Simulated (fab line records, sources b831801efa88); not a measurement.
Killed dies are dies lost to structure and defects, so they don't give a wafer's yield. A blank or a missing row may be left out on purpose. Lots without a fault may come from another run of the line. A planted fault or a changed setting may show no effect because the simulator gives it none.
fab line records | flow sky130
record lots=6 wafers=18 last_day=49
route steps=708 shown DNWELL@42 PWDE@45 NWELL@56 PAD_OPEN@708
lots that met no fault: from a run of the same line without faults
start_h: hours from the record's first day to the start of the lot's first wafer shown | wait_h: hours since the lot's step before | " the same as in the row above | L1.1+2: a row that stands for several wafers | - no value, or no start given | * or withheld: withheld | < > ~ a bound
route shown NAME@n: a module of which the file shows steps, and the number in the route of the first | usual: mean/standard deviation of fault-free wafers | same: alike in all rows | chamber/n: place in a boat | sites: the reading at each site | _std_site: their standard deviation | _edge_site: outer sites' mean less inner sites' | radius_mm: how far each site lies from the wafer's centre | mask NAME#n: copy n | behind: the tool/chamber that last shaped the wafer | hold: why the lot was held/for how many hours/how that ended | device: the transistor (n, p or np) that didn't switch | end of line: the same wafers' tests at the end of the route | a step without rows: its recipe alone | killed: dies lost to structure and defects at the first sort, not the wafer's yield | map: a wafer's dies, x killed, . not, _ none there
set.NAME: the setting as run; set.NAME@STEP: as run at that earlier step | model.NAME: the simulator's own value behind a step, which no gauge read
lots at some steps of the route; a table a step, a row a wafer
services: from which hour (start_h, from the record's first day; less than 0 if before it) a tool's chamber was out of use, for how many hours, and why
## steps
# step SKY_DNWELL_IMPLANT_07
# recipe species=P energy_kev=withheld dose_cm2=withheld tilt_deg=withheld
# step SKY_DNWELL_STRIP_08
# recipe chemistry=O2/N2 power_w=1400 pressure_mtorr=1500 platen_temp_c=withheld o2_flow_sccm=3000 n2_flow_sccm=287.4 overash_fraction=0.5
# usual drypump_motor_current_A=5.74/0.3 oes_product_au=0.722/0.0047 strip_time_to_endpoint_s=36.89/0.09
# columns lot.wafer tool chamber start_h wait_h drypump_motor_current_A oes_product_au rf_hours_counter_h strip_time_to_endpoint_s
L567.2 plasma_asher-03 1 67.63 0.1 5.76 0.720 41 36.84
L567.4 " 0 " " 5.64 0.720 - 36.76
L567.6 " 0 " " 5.61 0.729 - 36.77
L568.2 plasma_asher-04 0 68.52 0.1 5.81 0.718 38 36.79
L568.4 " 1 " " 6.13 0.717 - 36.99
L568.6 " 0 " " 5.83 0.716 - 36.86
L572.1 plasma_asher-04 0 90.88 0.1 5.84 0.721 40 37.07
L572.4 " 1 " " 6.14 0.717 - 37.03
L572.6 " 1 " " 6.14 0.731 - 37.03
L579.1 plasma_asher-01 1 116.27 0.1 5.10 0.724 31 36.96
L579.4 " 1 " " 5.12 0.716 - 37.00
L579.6 " 0 " " 5.70 0.725 - 37.02
L583.2 plasma_asher-04 1 141.78 0.1 6.12 0.719 46 36.93
L583.4 " 1 " " 6.12 0.723 - 36.94
L583.5 " 0 " " 5.82 0.714 - 36.98
L584.1 plasma_asher-04 1 145.12 0.1 6.15 0.716 46 36.73
L584.2 " 0 " " 5.83 0.721 46 36.86
L584.4 " 0 " " 5.84 0.721 - 36.82
# step SKY_DNWELL_TW_MEAS_09
# usual DNWELL_TW=1119/10
# columns lot.wafer tool chamber start_h wait_h DNWELL_TW
L567.2 film_metro-03 - 67.74 0.1 1122
L567.4 " - " " 1130
L567.6 " - " " 1128
L568.2 film_metro-03 - 68.63 0.1 1129
L568.4 " - " " 1135
L568.6 " - " " 1133
L572.1 film_metro-01 - 90.98 0.1 1107
L572.4 " - " " 1106
L572.6 " - " " 1106
L579.1 film_metro-03 - 116.37 0.1 1129
L579.4 " - " " 1132
L579.6 " - " " 1130
L583.2 film_metro-01 - 141.89 0.1 1107
L583.4 " - " " 1114
L583.5 " - " " 1112
L584.1 film_metro-01 - 145.22 0.1 1109
L584.2 " - " " 1108
L584.4 " - " " 1109
# step SKY_PWDE_DEHYDRATE_00
# recipe temp_c=200 time_s=60
# step SKY_PWDE_HMDS_01
# recipe prime_time_s=60 prime_temp_c=120
# step SKY_PWDE_COAT_02
# recipe spin_rpm=2000 resist_thk_nm=3000
# step SKY_PWDE_SOFTBAKE_03
# recipe temp_c=110 time_s=withheld
# step SKY_PWDE_EXPOSE_04
# recipe mask_id=PWDEM na=0.6 source_shape=conventional sigma_outer=0.6 polarization=unpolarized target_cd_nm=840 dose_mj=214
# step SKY_PWDE_PEB_05
# recipe temp_c=115 time_s=withheld
# step SKY_PWDE_DEVELOP_06
# recipe wall_angle_deg=90 developer=TMAH develop_time_s=60 dev_temp_c=23
# step SKY_PWDE_OVL_MEAS_07
# usual PWDE_OVL=0.3/1.4
# columns lot.wafer tool chamber start_h wait_h PWDE_OVL[nm]
L567.2 overlay-02 - 83.42 - 0.7
L567.4 " - " " 0.9
L567.6 " - " " 2.1
L568.2 overlay-02 - 84.12 - 1.3
L568.4 " - " " 0.8
L568.6 " - " " 0.2
L572.1 overlay-02 - 108.97 - -0.9
L572.4 " - " " 1.4
L572.6 " - " " 0.3
L579.1 overlay-01 - 134.48 - 1.7
L579.4 " - " " -0.1
L579.6 " - " " 1.9
L583.2 overlay-01 - 160.69 - 3.7
L583.4 " - " " 3.1
L583.5 " - " " 1.3
L584.1 overlay-02 - 163.77 - 3.1
L584.2 " - " " 0.2
L584.4 " - " " 1.6
# step SKY_PWDE_IMPLANT_08
# recipe species=B energy_kev=150 dose_cm2=3.6e+12 tilt_deg=withheld
# step SKY_PWDE_STRIP_09
# recipe chemistry=O2/N2 power_w=1400 pressure_mtorr=1500 platen_temp_c=withheld o2_flow_sccm=3000 n2_flow_sccm=300 overash_fraction=0.5
# usual drypump_motor_current_A=5.80/0.19 oes_product_au=0.722/0.005 strip_time_to_endpoint_s=36.93/0.13
# columns lot.wafer tool chamber start_h wait_h drypump_motor_current_A oes_product_au rf_hours_counter_h strip_time_to_endpoint_s
L567.2 plasma_asher-02 1 83.60 0.1 5.88 0.730 41 36.99
L567.4 " 0 " " 5.55 0.718 - 36.97
L567.6 " 1 " " 5.82 0.717 - 36.93
L568.2 plasma_asher-02 0 84.30 0.1 5.54 0.722 41 37.10
L568.4 " 0 " " 5.59 0.719 - 37.10
L568.6 " 0 " " 5.56 0.724 - 37.11
L572.1 plasma_asher-04 0 109.15 0.1 5.83 0.724 42 36.97
L572.4 " 0 " " 5.81 0.719 - 36.97
L572.6 " 0 " " 5.82 0.726 - 36.94
L579.1 plasma_asher-03 1 134.67 0.1 5.75 0.720 47 37.04
L579.4 " 1 " " 5.74 0.721 - 37.10
L579.6 " 0 " " 5.60 0.723 - 36.91
L583.2 plasma_asher-04 1 160.87 0.1 6.15 0.726 48 37.05
L583.4 " 1 " " 6.16 0.721 - 37.08
L583.5 " 1 " " 6.15 0.729 - 36.97
L584.1 plasma_asher-04 1 163.95 0.1 6.14 0.733 48 36.97
L584.2 " 0 " " 5.83 0.718 48 36.99
L584.4 " 1 " " 6.13 0.724 - 37.04
# step SKY_PWDE_TW_MEAS_10
# usual PWDE_TW=375.2/2.7
# columns lot.wafer tool chamber start_h wait_h PWDE_TW
L567.2 film_metro-02 - 83.71 0.1 377.6
L567.4 " - " " 377.7
L567.6 " - " " 375.5
L568.2 film_metro-01 - 84.41 0.1 373.2
L568.4 " - " " 372.0
L568.6 " - " " 371.0
L572.1 film_metro-02 - 109.25 0.1 377.6
L572.4 " - " " 378.3
L572.6 " - " " 374.7
L579.1 film_metro-03 - 134.77 0.1 376.4
L579.4 " - " " 378.9
L579.6 " - " " 376.7
L583.2 film_metro-01 - 160.98 0.1 371.7
L583.4 " - " " 371.2
L583.5 " - " " 371.6
L584.1 film_metro-02 - 164.05 0.1 375.4
L584.2 " - " " 375.8
L584.4 " - " " 375.5
# step SKY_NWELL_DEHYDRATE_03
# recipe temp_c=200 time_s=60
# step SKY_NWELL_HMDS_04
# recipe prime_time_s=60 prime_temp_c=120
# step SKY_NWELL_COAT_05
# recipe spin_rpm=2000 resist_thk_nm=3000
# step SKY_NWELL_SOFTBAKE_06
# recipe temp_c=110 time_s=withheld
# step SKY_NWELL_EXPOSE_07
# recipe mask_id=NWM na=0.6 source_shape=conventional sigma_outer=0.6 polarization=unpolarized target_cd_nm=840 dose_mj=255
# step SKY_NWELL_PEB_08
# recipe temp_c=115 time_s=withheld
# step SKY_NWELL_DEVELOP_09
# recipe wall_angle_deg=90 developer=TMAH develop_time_s=60 dev_temp_c=23
# step SKY_NWELL_OVL_MEAS_10
# usual NWELL_00_OVL=0.8/1.2
# columns lot.wafer tool chamber start_h wait_h NWELL_00_OVL[nm]
L567.2 overlay-02 - 101.38 - -1.0
L567.4 " - " " -1.2
L567.6 " - " " 0.7
L568.2 overlay-01 - 101.73 - -0.9
L568.4 " - " " -1.0
L568.6 " - " " -1.5
L572.1 overlay-02 - 126.87 - 1.2
L572.4 " - " " 0.5
L572.6 " - " " -1.0
L579.1 overlay-01 - 153.53 - 0.3
L579.4 " - " " 0.3
L579.6 " - " " 0.3
L583.2 overlay-02 - 181.99 - 0.4
L583.4 " - " " 0.4
L583.5 " - " " -0.3
L584.1 overlay-02 - 184.23 - 0.7
L584.2 " - " " 0.9
L584.4 " - " " 1.5
# step SKY_NWELL_IMPLANT_11
# recipe species=P energy_kev=404.8 dose_cm2=1.9e+13 tilt_deg=withheld
# step SKY_NWELL_IMPLANT_12
# recipe species=P energy_kev=120 dose_cm2=1.3e+12 tilt_deg=withheld
# step SKY_NWELL_IMPLANT_13
# recipe species=P energy_kev=50 dose_cm2=7e+11 tilt_deg=withheld
# step SKY_NWELL_STRIP_14
# recipe chemistry=O2/N2 power_w=1400 pressure_mtorr=1500 platen_temp_c=withheld o2_flow_sccm=3000 n2_flow_sccm=300 overash_fraction=0.5
# usual drypump_motor_current_A=5.60/0.24 oes_product_au=0.722/0.0045 strip_time_to_endpoint_s=36.91/0.14
# columns lot.wafer tool chamber start_h wait_h drypump_motor_current_A oes_product_au rf_hours_counter_h strip_time_to_endpoint_s
L567.2 plasma_asher-02 1 101.86 0.1 5.83 0.715 43 36.74
L567.4 " 1 " " 5.85 0.722 - 36.71
L567.6 " 0 " " 5.56 0.720 - 36.84
L568.2 plasma_asher-02 1 102.21 0.1 5.84 0.716 43 36.98
L568.4 " 1 " " 5.89 0.724 - 36.98
L568.6 " 1 " " 5.85 0.724 - 36.97
L572.1 plasma_asher-03 1 127.36 0.1 5.74 0.723 47 37.03
L572.4 " 1 " " 5.75 0.717 - 36.95
L572.6 " 1 " " 5.75 0.727 - 36.91
L579.1 plasma_asher-03 0 154.06 0.1 5.60 0.723 50 36.88
L579.4 " 1 " " 5.75 0.724 - 36.86
L579.6 " 0 " " 5.60 0.730 - 36.86
L583.2 plasma_asher-03 1 182.47 0.1 5.75 0.717 53 36.78
L583.4 " 1 " " 5.74 0.725 - 36.85
L583.5 " 0 " " 5.62 0.722 - 36.75
L584.1 plasma_asher-01 1 184.72 0.1 5.12 0.723 38 36.72
L584.2 " 0 " " 5.70 0.729 38 36.67
L584.4 " 0 " " 5.70 0.718 - 36.74
# step SKY_NWELL_TW_MEAS_15
# usual NWELL_TW=1833/15
# columns lot.wafer tool chamber start_h wait_h NWELL_TW
L567.2 film_metro-01 - 101.97 0.1 1798
L567.4 " - " " 1811
L567.6 " - " " 1812
L568.2 film_metro-02 - 102.32 0.1 1827
L568.4 " - " " 1824
L568.6 " - " " 1831
L572.1 film_metro-02 - 127.46 0.1 1838
L572.4 " - " " 1833
L572.6 " - " " 1837
L579.1 film_metro-01 - 154.16 0.1 1806
L579.4 " - " " 1814
L579.6 " - " " 1796
L583.2 film_metro-02 - 182.58 0.1 1843
L583.4 " - " " 1850
L583.5 " - " " 1840
L584.1 film_metro-03 - 184.82 0.1 1831
L584.2 " - " " 1841
L584.4 " - " " 1839
# step SKY_NWELL_DEHYDRATE_16
# recipe temp_c=200 time_s=60
# step SKY_NWELL_HMDS_17
# recipe prime_time_s=60 prime_temp_c=120
# step SKY_NWELL_COAT_18
# recipe spin_rpm=2000 resist_thk_nm=3000
# step SKY_NWELL_SOFTBAKE_19
# recipe temp_c=110 time_s=withheld
# step SKY_NWELL_EXPOSE_20
# recipe mask_id=NWM_COMPLEMENT na=0.6 source_shape=conventional sigma_outer=0.6 polarization=unpolarized target_cd_nm=840 dose_mj=260
# step SKY_NWELL_PEB_21
# recipe temp_c=115 time_s=withheld
# step SKY_NWELL_DEVELOP_22
# recipe wall_angle_deg=90 developer=TMAH develop_time_s=60 dev_temp_c=23
# step SKY_NWELL_OVL_MEAS_23
# usual NWELL_01_OVL=0.3/1.7
# columns lot.wafer tool chamber start_h wait_h NWELL_01_OVL[nm]
L567.2 overlay-02 - 118.98 - -2.7
L567.4 " - " " -1.2
L567.6 " - " " -0.7
L568.2 overlay-01 - 119.78 - 2.8
L568.4 " - " " 0.7
L568.6 " - " " 2.3
L572.1 overlay-02 - 145.97 - -0.6
L572.4 " - " " -1.0
L572.6 " - " " -1.0
L579.1 overlay-01 - 174.08 - 1.4
L579.4 " - " " 3.3
L579.6 " - " " 1.4
L583.2 overlay-01 - 203.43 - 4.8
L583.4 " - " " 2.5
L583.5 " - " " 1.7
L584.1 overlay-01 - 206.03 - 1.0
L584.2 " - " " 0.2
L584.4 " - " " 2.3
# step SKY_NWELL_IMPLANT_24
# recipe species=B energy_kev=140 dose_cm2=9.2e+12 tilt_deg=withheld
# step SKY_NWELL_STRIP_25
# recipe chemistry=O2/N2 power_w=1400 pressure_mtorr=1500 platen_temp_c=withheld o2_flow_sccm=3000 n2_flow_sccm=300 overash_fraction=0.5
# usual drypump_motor_current_A=5.54/0.28 oes_product_au=0.722/0.0047 strip_time_to_endpoint_s=36.93/0.12
# columns lot.wafer tool chamber start_h wait_h drypump_motor_current_A oes_product_au rf_hours_counter_h strip_time_to_endpoint_s
L567.2 plasma_asher-02 0 119.16 0.1 5.55 0.723 0 36.86
L567.4 " 0 " " 5.54 0.725 - 36.79
L567.6 " 0 " " 5.55 0.717 - 36.92
L568.2 plasma_asher-01 1 119.96 0.1 5.13 0.710 31 36.95
L568.4 " 0 " " 5.72 0.725 - 37.05
L568.6 " 0 " " 5.73 0.722 - 37.01
L572.1 plasma_asher-01 1 146.16 0.1 5.12 0.713 34 36.85
L572.4 " 0 " " 5.73 0.726 - 36.93
L572.6 " 1 " " 5.10 0.723 - 36.86
L579.1 plasma_asher-03 0 174.27 0.1 5.62 0.719 52 37.24
L579.4 " 0 " " 5.63 0.726 - 37.05
L579.6 " 0 " " 5.65 0.716 - 37.16
L583.2 plasma_asher-01 1 203.61 0.1 5.10 0.719 41 36.92
L583.4 " 1 " " 5.11 0.729 - 36.94
L583.5 " 1 " " 5.12 0.719 - 36.94
L584.1 plasma_asher-03 1 206.21 0.1 5.76 0.725 55 36.99
L584.2 " 0 " " 5.62 0.709 55 36.96
L584.4 " 1 " " 5.75 0.723 - 37.03
# step SKY_NWELL_TW_MEAS_26
# usual NWELL_2_TW=497/4.3
# columns lot.wafer tool chamber start_h wait_h NWELL_2_TW
L567.2 film_metro-02 - 119.27 0.1 501
L567.4 " - " " 498
L567.6 " - " " 498
L568.2 film_metro-03 - 120.07 0.1 500
L568.4 " - " " 501
L568.6 " - " " 499
L572.1 film_metro-01 - 146.26 0.1 493
L572.4 " - " " 493
L572.6 " - " " 493
L579.1 film_metro-01 - 174.37 0.1 495
L579.4 " - " " 493
L579.6 " - " " 491
L583.2 film_metro-01 - 203.72 0.1 496
L583.4 " - " " 494
L583.5 " - " " 492
L584.1 film_metro-03 - 206.31 0.1 496
L584.2 " - " " 497
L584.4 " - " " 496
# step SKY_NWELL_CLEAN_27
# recipe chemistry=SC1/SC2 mix=1:4:20 temp_c=70 time_s=150 dry=n2_spin
# step SKY_NWELL_RTA_28
# recipe temp_c=1050 time_s=30 idle_temp_c=650 ramp_up_c_per_s=150 ramp_down_c_per_s=90 ambient=N2
# usual anneal_temp_c_max=1054.6/1 lamp_power_pct=25.30/0.061 wafer_temp_C_max=1054.9/0.9
# columns lot.wafer tool chamber start_h wait_h anneal_temp_c_max lamp_power_pct wafer_temp_C_max
L567.2 rtp_anneal-01 0 119.39 0.0 1054.9 25.30 1055.7
L567.4 " 0 " " 1054.6 25.36 1055.2
L567.6 " 0 " " 1055.0 25.31 1054.1
L568.2 rtp_anneal-02 0 120.19 0.0 1056.1 25.35 1055.5
L568.4 " 0 " " 1054.4 25.24 1054.7
L568.6 " 0 " " 1054.5 25.23 1056.4
L572.1 rtp_anneal-02 0 146.37 0.0 1055.1 25.31 1055.1
L572.4 " 0 " " 1054.4 25.29 1054.8
L572.6 " 0 " " 1055.7 25.30 1056.8
L579.1 rtp_anneal-01 0 174.48 0.0 1053.9 25.31 1055.6
L579.4 " 0 " " 1053.7 25.23 1054.8
L579.6 " 0 " " 1054.4 25.37 1054.3
L583.2 rtp_anneal-01 0 203.84 0.0 1054.4 25.22 1054.1
L583.4 " 0 " " 1054.0 25.35 1053.9
L583.5 " 0 " " 1052.5 25.28 1055.6
L584.1 rtp_anneal-02 0 206.42 0.0 1053.9 25.26 1055.6
L584.2 " 0 " " 1053.8 25.36 1054.5
L584.4 " 0 " " 1056.2 25.23 1055.0
# step SKY_NWELL_RS_MEAS_29
# recipe thk_meas_gauge=four-point-probe
# usual NWELL_RS=622.7/1.4
# columns lot.wafer tool chamber start_h wait_h NWELL_RS[ohm/sq]
L567.2 film_metro-01 - 119.49 0.1 622.8
L567.4 " - " " 625.0
L567.6 " - " " 624.2
L568.2 film_metro-03 - 120.29 0.1 621.0
L568.4 " - " " 621.6
L568.6 " - " " 624.6
L572.1 film_metro-03 - 146.47 0.1 622.8
L572.4 " - " " 624.1
L572.6 " - " " 623.5
L579.1 film_metro-02 - 174.58 0.1 622.9
L579.4 " - " " 623.0
L579.6 " - " " 621.2
L583.2 film_metro-03 - 203.94 0.1 624.6
L583.4 " - " " 625.1
L583.5 " - " " 625.0
L584.1 film_metro-02 - 206.52 0.1 624.2
L584.2 " - " " 623.3
L584.4 " - " " 620.3
# step SKY_PAD_OPEN_PROBE_99
# usual killed_at_M0_to_M3=44/7.3 killed_at_M4_up=3.4/1.7 killed_at_contacts=24/5.3 killed_at_front_end=15/4.1 killed_at_other=0.4/0.68 killed_dies=87/9.5 killed_open=48/7.1 killed_short=39/5.8
# same gross_dies=492 killed_at_back_side=0
# columns lot.wafer tool chamber start_h wait_h hold killed_at_M0_to_M3 killed_at_M4_up killed_at_contacts killed_at_front_end killed_at_other killed_dies killed_open killed_short
L567.2 prober-02 - 1088.12 0.1 - 46 3 23 19 0 91 50 41
L567.4 prober-02 - 1088.22 0.2 - 46 2 21 20 0 89 43 46
L567.6 prober-02 - 1088.32 0.2 - 49 3 15 15 0 82 40 42
L568.2 prober-01 - 1088.95 0.1 - 44 5 23 11 0 83 53 30
L568.4 prober-01 - 1089.05 0.2 - 51 6 16 21 0 94 53 39
L568.6 prober-01 - 1089.15 0.2 - 49 1 19 22 0 91 49 40
L572.1 prober-01 - 1114.20 0.1 - 52 1 31 7 0 91 52 39
L572.4 prober-01 - 1114.35 0.2 - 43 5 26 16 1 91 50 41
L572.6 prober-01 - 1114.45 0.2 - 43 5 25 17 0 90 48 42
L579.1 prober-01 - 1142.74 0.1 - 39 2 18 14 0 73 38 35
L579.4 prober-01 - 1142.89 0.2 - 44 1 24 16 1 86 52 32
L579.6 prober-01 - 1142.99 0.2 - 35 3 25 22 0 85 48 34
L584.1 prober-02 - 1175.84 0.1 await_dispo/3.1h/release 42 5 21 52 0 120 42 36
L584.2 prober-02 - 1175.89 0.1 await_dispo/3.1h/release 50 8 15 58 1 132 41 49
L584.4 prober-02 - 1175.99 0.2 await_dispo/3.1h/release 40 1 26 60 3 130 53 29
L583.2 prober-02 - 1177.39 0.1 await_dispo/3.0h/release 56 5 25 57 0 143 48 48
L583.4 prober-02 - 1177.49 0.2 await_dispo/3.0h/release 55 6 16 59 0 136 53 35
L583.5 prober-02 - 1177.54 0.2 await_dispo/3.0h/release 30 3 21 49 0 103 39 27
# killed by level:class
L567.2 METAL1:geometric_particle:short=8 CONTACT:geometric_particle:open=8 VIA1:geometric_particle:open=7 VIA2:geometric_particle:open=7 VIA3:geometric_particle:open=7 LI_CONTACT:geometric_particle:open=6 METAL2:geometric_particle:short=6 FIELD_ISO:geometric_particle:short=4
L567.4 VIA1:geometric_particle:open=7 FIELD_ISO:geometric_particle:short=6 LI_CONTACT:geometric_particle:open=6 VIA2:geometric_particle:open=6 VIA3:geometric_particle:open=6 FIELD_ISO:geometric_particle:open=5 CONTACT:geometric_particle:open=5 VIA1:geometric_particle:short=5
L567.6 VIA2:geometric_particle:open=8 VIA2:geometric_particle:short=7 METAL2:geometric_particle:short=7 CONTACT:geometric_particle:open=6 METAL1:geometric_particle:short=6 VIA1:geometric_particle:open=5 FIELD_ISO:geometric_particle:open=4 SPACER:geometric_particle:open=4
L568.2 CONTACT:geometric_particle:open=12 VIA2:geometric_particle:open=11 VIA1:geometric_particle:open=10 VIA3:geometric_particle:open=7 LI_CONTACT:geometric_particle:open=4 METAL4:geometric_particle:short=4 FIELD_ISO:geometric_particle:open=3 SPACER:geometric_particle:short=3
L568.4 VIA1:geometric_particle:open=10 VIA2:geometric_particle:open=10 CONTACT:geometric_particle:open=8 FIELD_ISO:geometric_particle:open=7 METAL1:geometric_particle:short=7 METAL2:geometric_particle:short=6 FIELD_ISO:geometric_particle:short=4 METAL3:geometric_particle:short=4
L568.6 VIA1:geometric_particle:open=9 VIA3:geometric_particle:open=8 VIA2:geometric_particle:open=7 LOCAL_INTERCONNECT:geometric_particle:short=6 LI_CONTACT:geometric_particle:open=6 FIELD_ISO:geometric_particle:short=5 METAL2:geometric_particle:short=5 SPACER:geometric_particle:open=4
L572.1 CONTACT:geometric_particle:open=14 VIA1:geometric_particle:open=10 VIA3:geometric_particle:open=9 VIA2:geometric_particle:open=7 VIA1:geometric_particle:short=6 LI_CONTACT:geometric_particle:short=6 LI_CONTACT:geometric_particle:open=5 VIA2:geometric_particle:short=5
L572.4 VIA3:geometric_particle:open=9 VIA1:geometric_particle:open=9 LI_CONTACT:geometric_particle:open=8 VIA2:geometric_particle:open=8 CONTACT:geometric_particle:open=5 VIA3:geometric_particle:short=5 FIELD_ISO:geometric_particle:short=4 METAL1:geometric_particle:short=4
L572.6 CONTACT:geometric_particle:open=11 VIA1:geometric_particle:open=8 VIA1:geometric_particle:short=7 LOCAL_INTERCONNECT:geometric_particle:short=6 VIA2:geometric_particle:open=6 FIELD_ISO:geometric_particle:open=5 METAL1:geometric_particle:short=5 VIA3:geometric_particle:open=5
L579.1 VIA1:geometric_particle:open=13 METAL1:geometric_particle:short=8 FIELD_ISO:geometric_particle:open=6 LI_CONTACT:geometric_particle:open=6 CONTACT:geometric_particle:open=5 VIA1:geometric_particle:short=5 FIELD_ISO:geometric_particle:short=4 LI_CONTACT:geometric_particle:short=4
L579.4 CONTACT:geometric_particle:open=12 VIA1:geometric_particle:open=10 VIA1:geometric_particle:short=8 VIA2:geometric_particle:open=7 VIA3:geometric_particle:open=6 LI_CONTACT:geometric_particle:open=5 POLY_GATE:geometric_particle:short=4 METAL2:geometric_particle:short=4
L579.6 LI_CONTACT:geometric_particle:open=10 CONTACT:geometric_particle:open=8 POLY_GATE:geometric_particle:short=7 VIA2:geometric_particle:open=7 VIA1:geometric_particle:open=7 METAL2:geometric_particle:short=5 FIELD_ISO:geometric_particle:open=3 FIELD_ISO:geometric_particle:short=3
L584.1 PWDE:unspecified=42 VIA2:geometric_particle:open=12 LI_CONTACT:geometric_particle:open=8 VIA1:geometric_particle:open=6 CONTACT:geometric_particle:open=5 VIA2:geometric_particle:short=5 POLY_GATE:geometric_particle:short=4 METAL2:geometric_particle:short=4
L584.2 PWDE:unspecified=41 METAL2:geometric_particle:short=12 VIA3:geometric_particle:open=7 VIA1:geometric_particle:open=7 METAL4:geometric_particle:short=7 FIELD_ISO:geometric_particle:short=6 LI_CONTACT:geometric_particle:open=6 FIELD_ISO:geometric_particle:open=5
L584.4 PWDE:unspecified=47 VIA1:geometric_particle:open=18 LI_CONTACT:geometric_particle:open=11 CONTACT:geometric_particle:open=7 FIELD_ISO:geometric_particle:open=5 CONTACT:geometric_particle:short=5 VIA1:geometric_particle:short=5 VIA2:geometric_particle:open=5
L583.2 PWDE:unspecified=47 VIA1:geometric_particle:open=10 VIA3:geometric_particle:open=9 CONTACT:geometric_particle:open=7 METAL1:geometric_particle:short=7 VIA1:geometric_particle:short=7 VIA2:geometric_particle:open=7 LOCAL_INTERCONNECT:geometric_particle:short=6
L583.4 PWDE:unspecified=47 VIA1:geometric_particle:open=14 VIA3:geometric_particle:open=8 VIA2:geometric_particle:open=7 CONTACT:geometric_particle:open=5 METAL3:geometric_particle:short=5 FIELD_ISO:geometric_particle:open=4 FIELD_ISO:geometric_particle:short=4
L583.5 PWDE:unspecified=37 LI_CONTACT:geometric_particle:open=9 VIA1:geometric_particle:open=7 METAL1:geometric_particle:short=6 CONTACT:geometric_particle:open=5 FIELD_ISO:geometric_particle:open=3 POLY_GATE:geometric_particle:short=3 POLY_CUT:geometric_particle:open=3
# map L583.2 (x killed, . not)
__________.x........_________
________x.x...xx....x._______
______x...x.x...x......x_____
_____..x.....x..xx.....x.____
____..................xx..___
___.xx....x.x...x..x.......__
__....x.x................xx._
_x........x........xx....xx..
_...........x....xx...xx.....
_...x........x..x.x...x......
_........x....x....x.........
_.............x...x..x...x...
_x.....x.x..x............x...
_.....xx.xxx......x.x.x....xx
_xx.x..xxxxxx.xxx............
__.x.xxxxxxxx..x......x....._
___x..xxxxxxxxxx..x...xxx..__
____...xxxxxxxxxxx..x..xx.___
_____..xxxxxx.....x.x...x____
______x.xxxx....x..x..x._____
________x.x.....xxx..._______
__________x.x...x..._________
# map L584.2 (x killed, . not)
__________...x......_________
________...x........x._______
______x.x....x...xx....._____
_____....x....x....x..x..____
____......x.x...x....x....___
___..........xx....xx.....x__
__.x.......x............x..._
_xxx.xxx......xx...x.x......x
_.....xx...xx.x.xxxx....x....
_..xx.....xx.x.xx.x.x..x.x..x
_..x...x..x...xxxxxx.x...x.x.
_........x..xx.xxxxxxx.....xx
_.......xx.x.x.xxxxxx..xx....
_.....x..x....xxxxxxxx...x...
_.....x......x.xxxxxx.x......
__.x..x.xx.x..x...x.....x..._
___......................xx__
____......x........x.xx...___
_____x............x......____
______..x.........x.x..._____
________.............._______
__________.........._________
## services
# columns tool chamber start_h hours kind
plasma_asher-04 - 82.22 3.0 repair
plasma_asher-02 - 108.75 9.0 pm
plasma_asher-02 0 108.75 9.0 vent_cycle
plasma_asher-02 1 108.75 9.0 vent_cycle
plasma_asher-02 0 117.75 - clean
plasma_asher-02 1 117.75 - clean
plasma_asher-02 - 133.83 28.1 pm
plasma_asher-02 - 184.72 14.6 pm
## key
first_sign step=SKY_PAD_OPEN_PROBE_99 reading=killed_at_front_end direction=up sigmas=10 usual=15 struck=56
effect step=SKY_PAD_OPEN_PROBE_99 reading=killed_dies direction=up sigmas=4.2 usual=87 struck=127
met_at SKY_PWDE_STRIP_09
struck_wafers L583.2,L583.4,L583.5,L584.1,L584.2,L584.4
tester_left_out L583,L584
onset_between 109.15 160.87
also_fits time
fault kind=chamber_particle_source tool=plasma_asher-04 chamber=- onset_h=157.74 steps=SKY_PWDE_STRIP_09 rate_per_visit_cm2=0.43462 end_h=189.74
# tester_left_out: of these lots the tester's yield and bins aren't shown, on N5 and GAA mostly nor the transistor test; their killed dies are dies lost to structure and defects alone, not to doping, threshold or leakage, so they don't give the yield
